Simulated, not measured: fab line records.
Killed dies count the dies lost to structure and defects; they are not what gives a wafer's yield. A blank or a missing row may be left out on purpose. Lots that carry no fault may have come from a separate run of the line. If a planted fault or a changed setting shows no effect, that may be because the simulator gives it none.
Struck lot and sound lot, side by side | flow sky130 | 21 out of 708 route steps
Sound: the wafers L216.2, L216.3, L216.5. Wafers struck: L206.1, L206.3, L206.5. The cause comes at the end.
For every step that has rows: the tool of each side, followed by ch and its chambers, followed by its first start. Under that, the readings that differ: sound wafers | struck wafers | difference of the means | sigmas: that difference in standard deviations of wafers without a fault.
alike: readings with means less than 2 such deviations apart, plus words and numbers identical on both sides. not compared: withheld readings, readings lacking a value on some wafer, bounds such as >300 that could conceal the same value, and numbers that have no deviation in the record and whose values overlap.
The two part at a step that has a row with sigmas, a row that says differs or no value, or rows on one side only. Numbers that have no deviation but don't overlap get no sigmas and don't part them. A reading that every wafer of one side lacks parts them only if that side has two wafers or more.

SKY_CAP2M_METAL_ETCH_13: etches TiN in Cl2/BCl3, stops on SiO2, target depth 220 nm, time 62.9 s.
  sound on rie metal-01 ch 0,1, day 46 00:07; struck on rie metal-02 ch 0,1, day 43 14:32
  alike: drypump motor current A, oes product au, throttle valve pct
  not compared: rf hours counter h
SKY_CAP2M_STRIP_14: strips in O2/N2.
  sound on plasma asher-03 ch 0,1, day 46 00:12; struck on plasma asher-03 ch 0,1, day 43 14:37
  alike: drypump motor current A, oes product au, strip time to endpoint s
  not compared: rf hours counter h
then, 10 steps without rows for these wafers: SKY_CAP2M_STRIP_15 (strips in post etch residue remover, time 1200 s); SKY_CAP2M_CLEAN_16 (cleans in IPA, time 180 s); SKY_CAP2M_CLEAN_17 (cleans in O3/DIW); SKY_METAL4_DEHYDRATE_05 (time 60 s); SKY_METAL4_HMDS_06 (prime time 60 s); SKY_METAL4_COAT_07 (resist thk 60 nm); SKY_METAL4_COAT_08 (resist thk 1140 nm); SKY_METAL4_SOFTBAKE_09 (time 90 s); SKY_METAL4_EXPOSE_10 (exposes mask MM4, target cd 300 nm); SKY_METAL4_PEB_11.
SKY_METAL4_DEVELOP_12: develop time 60 s.
  sound on litho track-04 ch 0, day 46 21:00; struck on litho track-04 ch 0, day 44 14:00
SKY_METAL4_CD_MEAS_13: the cd target is 300 nm.
  struck on cd sem-02, day 44 14:49; sound on cd sem-02, day 46 21:32
  reading    | sound             | struck            | difference | sigmas
  cd nm (nm) | 301.5 302.1 300.7 | 305.3 305.9 305.7 | +4.2       | +3
SKY_METAL4_OVL_MEAS_14:
  struck on overlay-02, day 44 14:56; sound on overlay-01, day 46 21:38
  reading         | sound    | struck | difference | sigmas
  METAL4_OVL (nm) | 0 -14 -8 | 7 10 5 | +15        | +2
SKY_METAL4_DESCUM_15: chemistry O2, time 8 s.
  sound on rie metal-01 ch 0,1, day 46 21:40; struck on rie metal-03 ch 0,1, day 44 14:58
  reading                 | sound             | struck            | difference | sigmas
  oes product au (a.u.)   | 0.986 0.990 1.004 | 1.013 1.011 1.014 | +0.019     | +2
  model.METAL4.cd nm (nm) | 301.3 301.6 300.8 | 305.2 305.1 304.7 | +3.8       |
  alike: drypump motor current A
  not compared: rf hours counter h
SKY_METAL4_ETCH_16: etches BARC in N2/H2, stops on SiO2, time 88.2 s, target depth 60 nm.
  sound on rie metal-01 ch 0,1, day 46 21:43; struck on rie metal-03 ch 0,1, day 44 15:00
  alike: drypump motor current A, oes product au, throttle valve pct
  not compared: rf hours counter h
SKY_METAL4_ETCH_17: etches SiO2 in C4F8/O2/Ar, stops on TiN, time 3.9 s, target depth 15 nm.
  sound on rie diel-03 ch 0,1,3, day 46 21:48; struck on rie diel-02 ch 2,3, day 44 15:06
  alike: oes product au
  not compared: rf hours counter h
SKY_METAL4_METAL_ETCH_18: etches the open film in Cl2/BCl3, stops on SiO2, target depth 845 nm, time 183.1 s.
  sound on rie metal-04 ch 0,1, day 46 21:49; struck on rie metal-04 ch 0, day 44 15:07
  reading                 | sound             | struck            | difference | sigmas
  model.METAL4.cd nm (nm) | 301.3 306.3 304.1 | 314.1 310.4 311.5 | +8.1       |
  alike: drypump motor current A, oes product au, throttle valve pct
  not compared: rf hours counter h
SKY_METAL4_STRIP_19: strips in O2/N2.
  sound on plasma asher-04 ch 0,1, day 46 22:00; struck on plasma asher-01 ch 0,1, day 44 15:29
  alike: drypump motor current A, oes product au, strip time to endpoint s
  not compared: rf hours counter h
following that, these wafers have no rows for 1 step: SKY_PAD_OPEN_PROBE_99.

## WHERE THEY PART
Last at SKY_METAL4_DESCUM_15 as far as this record goes, first at SKY_METAL4_CD_MEAS_13. Later steps at which nothing parts them and some readings are alike: SKY_METAL4_ETCH_16, SKY_METAL4_ETCH_17, SKY_METAL4_METAL_ETCH_18, SKY_METAL4_STRIP_19.

WHY: whatever the simulator had introduced
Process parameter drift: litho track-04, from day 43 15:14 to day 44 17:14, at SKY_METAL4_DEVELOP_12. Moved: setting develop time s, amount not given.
